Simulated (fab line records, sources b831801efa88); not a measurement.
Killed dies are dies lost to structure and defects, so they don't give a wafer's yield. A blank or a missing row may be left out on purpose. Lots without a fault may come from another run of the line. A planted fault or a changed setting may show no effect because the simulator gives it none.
A struck lot beside a sound one | flow sfq_line | 18 steps out of a route of 325
Sound: wafers L290.2, L290.4, L290.5. Struck: wafers L300.2, L300.4, L300.6. The cause comes at the end.
At each step with rows: each side's tool, then ch and its chambers, then its first start. Under that, the readings that differ: sound wafers | struck wafers | difference of the means | sigmas: that difference in standard deviations of wafers without a fault.
alike: readings whose means differ by less than 2 such deviations, and words and numbers that are the same on both sides. not compared: withheld readings, readings that some wafer has no value for, bounds like >300 that may hide the same value, and numbers for which the record gives no deviation and whose values overlap.
The two part at a step that has a row with sigmas, a row that says differs or no value, or rows on one side only. Numbers that don't overlap but have no deviation are shown without sigmas and don't part them. A reading that every wafer of one side lacks parts them only if that side has two wafers or more.

SFQ_TRILAYER_M3_BARC_OPEN_METAL_ETCH_100: etches BARC in O2, target depth 125 nm, time 41.7 s.
  sound on rie_metal-02 ch 0,1, day 47 08:56; struck on rie_metal-02 ch 0,1, day 50 19:59
  alike: drypump_motor_current_A, oes_product_au
  not compared: rf_hours_counter_h
SFQ_TRILAYER_M3_ETCH_METAL_ETCH_078: etches Nb in Cl2/Ar, stops on SiO2, target depth 240 nm, time 120 s.
  sound on rie_metal-02 ch 0,1, day 47 08:59; struck on rie_metal-02 ch 0,1, day 50 20:02
  reading               | sound             | struck            | difference | sigmas
  oes_product_au (a.u.) | 0.902 0.895 0.904 | 0.878 0.882 0.877 | -0.021     | -3
  alike: drypump_motor_current_A
  not compared: rf_hours_counter_h
then, 3 steps without rows for these wafers: SFQ_TRILAYER_M3_STRIP_STRIP_079 (strips in O2); SFQ_TRILAYER_M3_STRIP_SOLV_CLEAN_080 (cleans in NMP, time 600 s); SFQ_TRILAYER_I3_DEP_PECVD_081 (deposits SiO2 from SiH4/N2O, time 111.11 s, target thk 500 nm).
SFQ_TRILAYER_I3_CMP_CMP_082: polishes SiO2.
  sound on cmp-01 ch 0,1,2, day 47 19:23; struck on cmp-01 ch 0,1,2, day 51 01:08
  alike: motor_current_A, platen_rpm, slurry_filter_dp_kPa, time_to_endpoint_s
SFQ_I3_BOW_MEAS_922:
  sound on film_metro-02, day 47 22:25; struck on film_metro-03, day 51 04:09
  alike: I3_BOW
SFQ_TRILAYER_I3_METRO_MEASURE_083:
  sound on film_metro-02, day 47 22:43; struck on film_metro-03, day 51 04:27
  alike: thk_nm
then, 4 steps without rows for these wafers: SFQ_TRILAYER_I3_VIA_LITHO_COAT_090 (resist thk 62 nm); SFQ_TRILAYER_I3_VIA_LITHO_COAT_085 (resist thk 650 nm); SFQ_TRILAYER_I3_VIA_LITHO_SOFTBAKE_089; SFQ_TRILAYER_I3_VIA_LITHO_EXPOSE_086 (exposes mask I3, target cd 500 nm).
-- the record jumps here: 5 days lie between the struck wafers' starts before and after --
SFQ_TRILAYER_I3_VIA_LITHO_PEB_088: peb time 60 s.
  sound on litho_track-01 ch 0, day 53 08:44; struck on litho_track-04 ch 0, day 56 05:08
then, 1 step without rows for these wafers: SFQ_TRILAYER_I3_VIA_LITHO_DEVELOP_087 (time 60 s).
SFQ_I3_OVL_MEAS_923:
  sound on overlay-01, day 53 09:02; struck on overlay-02, day 56 05:26
  alike: I3_OVL
SFQ_TRILAYER_I3_VIA_BARC_OPEN_VIA_ETCH_121: etches BARC in O2, target depth 125 nm, time 41.7 s.
  sound on rie_diel-03 ch 1,3, day 53 09:04; struck on rie_diel-03 ch 1,3, day 56 05:28
  reading             | sound             | struck            | difference | sigmas
  model.I3.cd_nm (nm) | 501.2 500.5 499.4 | 534.6 533.6 534.1 | +33.7      |
  alike: drypump_motor_current_A, oes_product_au
  not compared: rf_hours_counter_h
SFQ_TRILAYER_I3_VIA_ETCH_VIA_ETCH_088: etches SiO2 in CHF3, stops on Nb, target depth 260 nm.
  sound on rie_diel-03 ch 1,3, day 53 09:06; struck on rie_diel-03 ch 1,3, day 56 05:30
  reading             | sound           | struck          | difference | sigmas
  model.I3.cd_nm (nm) | 501.2 501.1 498 | 532 531.5 534.6 | +33        |
  alike: drypump_motor_current_A, oes_product_au
SFQ_TRILAYER_I3_VIA_STRIP_STRIP_089: strips in O2.
  sound on rie_metal-03 ch 0,1, day 53 09:13; struck on rie_metal-01 ch 0,1, day 56 05:37
  reading               | sound             | struck            | difference | sigmas
  oes_product_au (a.u.) | 0.997 0.991 0.986 | 1.004 1.014 1.021 | +0.022     | +2
  alike: drypump_motor_current_A
  not compared: rf_hours_counter_h

WHERE THEY PART
First at SFQ_TRILAYER_M3_ETCH_METAL_ETCH_078; last, within this record, at SFQ_TRILAYER_I3_VIA_STRIP_STRIP_089.

WHY: what the simulator had put in
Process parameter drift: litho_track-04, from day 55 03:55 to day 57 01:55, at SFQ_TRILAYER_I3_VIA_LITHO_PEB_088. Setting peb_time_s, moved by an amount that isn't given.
